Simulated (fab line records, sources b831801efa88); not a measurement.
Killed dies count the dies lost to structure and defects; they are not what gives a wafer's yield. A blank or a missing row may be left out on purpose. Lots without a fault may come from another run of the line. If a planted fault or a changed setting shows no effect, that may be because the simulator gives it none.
Shared-tool check + flow gf180mcu + Sampled: 10 lots, 36 wafers

## WHAT PROMPTED THE OPENING
GF_MIM_RS_MEAS_10, reading MIM_ALCU_RS: flagged on 2 of 10 lots. Wafers without a fault read 0.1603 ohm/sq, standard deviation 0.0014.
Rule: a lot is flagged when every wafer of it that has a number lies more than 4 standard deviations from that mean, or none has a number. The rest of the lots are taken to be sound.

| lot  | measured     | on            | MIM_ALCU_RS (ohm/sq), wafer by wafer      | flag    |
|------|--------------|---------------|-------------------------------------------|---------|
| L721 | day 24 13:52 | film metro-04 | 0.1598 0.1593 0.1592                      |         |
| L722 | day 25 03:38 | film metro-01 | 0.1620 0.1618 0.1625                      |         |
| L723 | day 25 07:34 | film metro-02 | 0.1600 0.1598 0.1595                      |         |
| L730 | day 27 14:56 | film metro-02 | 0.1736 0.1733 0.1744 0.1738 0.1732 0.1742 | FLAGGED |
| L731 | day 28 03:38 | film metro-02 | 0.1620 0.1602 0.1608                      |         |
| L732 | day 28 05:25 | film metro-04 | 0.1723 0.1725 0.1712 0.1718 0.1726 0.1713 | FLAGGED |
| L734 | day 28 17:07 | film metro-04 | 0.1594 0.1602 0.1601                      |         |
| L735 | day 29 06:26 | film metro-01 | 0.1593 0.1599 0.1591                      |         |
| L738 | day 29 22:17 | film metro-01 | 0.1621 0.1632 0.1620                      |         |
| L739 | day 30 07:28 | film metro-02 | 0.1609 0.1598 0.1601                      |         |
The mean of the flagged lots' numbers is 0.1729 ohm/sq, +0.0126 ohm/sq from the usual (+9 standard deviations).

## WHICH TOOL EACH LOT WENT THROUGH
The record holds 2 process steps before the reading, out of a route of 602 steps. In each cell: the tool, then ch and the chambers that the sampled wafers went through, then the start.
| lot  | flag    | GF_MIM_SPUTTER_03            | GF_MIM_SPUTTER_08            |
|------|---------|------------------------------|------------------------------|
| L721 |         | pvd sputter-01, day 24 13:37 | pvd sputter-01, day 24 13:49 |
| L722 |         | pvd sputter-03, day 25 03:20 | pvd sputter-02, day 25 03:32 |
| L723 |         | pvd sputter-03, day 25 07:19 | pvd sputter-02, day 25 07:31 |
| L730 | FLAGGED | pvd sputter-02, day 27 14:41 | pvd sputter-03, day 27 14:53 |
| L731 |         | pvd sputter-02, day 28 03:22 | pvd sputter-01, day 28 03:34 |
| L732 | FLAGGED | pvd sputter-01, day 28 05:08 | pvd sputter-03, day 28 05:20 |
| L734 |         | pvd sputter-01, day 28 16:52 | pvd sputter-02, day 28 17:04 |
| L735 |         | pvd sputter-01, day 29 06:10 | pvd sputter-02, day 29 06:22 |
| L738 |         | pvd sputter-02, day 29 22:01 | pvd sputter-01, day 29 22:13 |
| L739 |         | pvd sputter-03, day 30 07:11 | pvd sputter-02, day 30 07:23 |
What the steps here do:
- GF_MIM_SPUTTER_03: material Ti, target thk 10 nm, time 6.7 s.
- GF_MIM_SPUTTER_08: material AlCu, target thk 200 nm, time 10.6 s.
- GF_MIM_RS_MEAS_10: measures by four-point-probe.

## FLAGGED OVER TOTAL, TOOL BY TOOL (the gauges that took the reading come last)
| step              | tool           | lots run | flagged | share of the flagged lots | sound lots run after its first flagged lot |
|-------------------|----------------|----------|---------|---------------------------|--------------------------------------------|
| GF_MIM_SPUTTER_03 | pvd sputter-01 | 4        | 1       | some                      | 2 (L734,L735)                              |
| GF_MIM_SPUTTER_03 | pvd sputter-02 | 3        | 1       | some                      | 2 (L731,L738)                              |
| GF_MIM_SPUTTER_03 | pvd sputter-03 | 3        | 0       | none                      | -                                          |
| GF_MIM_SPUTTER_08 | pvd sputter-01 | 3        | 0       | none                      | -                                          |
| GF_MIM_SPUTTER_08 | pvd sputter-02 | 5        | 0       | none                      | -                                          |
| GF_MIM_SPUTTER_08 | pvd sputter-03 | 2        | 2       | all                       | 0                                          |
| GF_MIM_RS_MEAS_10 | film metro-01  | 3        | 0       | none                      | -                                          |
| GF_MIM_RS_MEAS_10 | film metro-02  | 4        | 1       | some                      | 2 (L731,L739)                              |
| GF_MIM_RS_MEAS_10 | film metro-04  | 3        | 1       | some                      | 1 (L734)                                   |

## THE TABLE: WHAT IT ALLOWS
In the table, 1 row covers all flagged lots: pvd sputter-03 at GF_MIM_SPUTTER_08.
- pvd sputter-03 at GF_MIM_SPUTTER_08: 2 of its 2 lots flagged. Because this sample shows no sound lot run on it before its first flagged lot, the start cannot be pinned down more closely. Its own readings lie more than 4 standard deviations out on every wafer of the flagged lots: cathode dc power W.
One tool is left: pvd sputter-03 at GF_MIM_SPUTTER_08.

## WHAT THE SIMULATOR PUT IN
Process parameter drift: pvd sputter-03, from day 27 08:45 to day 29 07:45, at GF_MIM_SPUTTER_08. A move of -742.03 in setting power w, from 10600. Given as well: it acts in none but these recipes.
Shown lots that were struck: L730, L732. The same result came from the rule above.
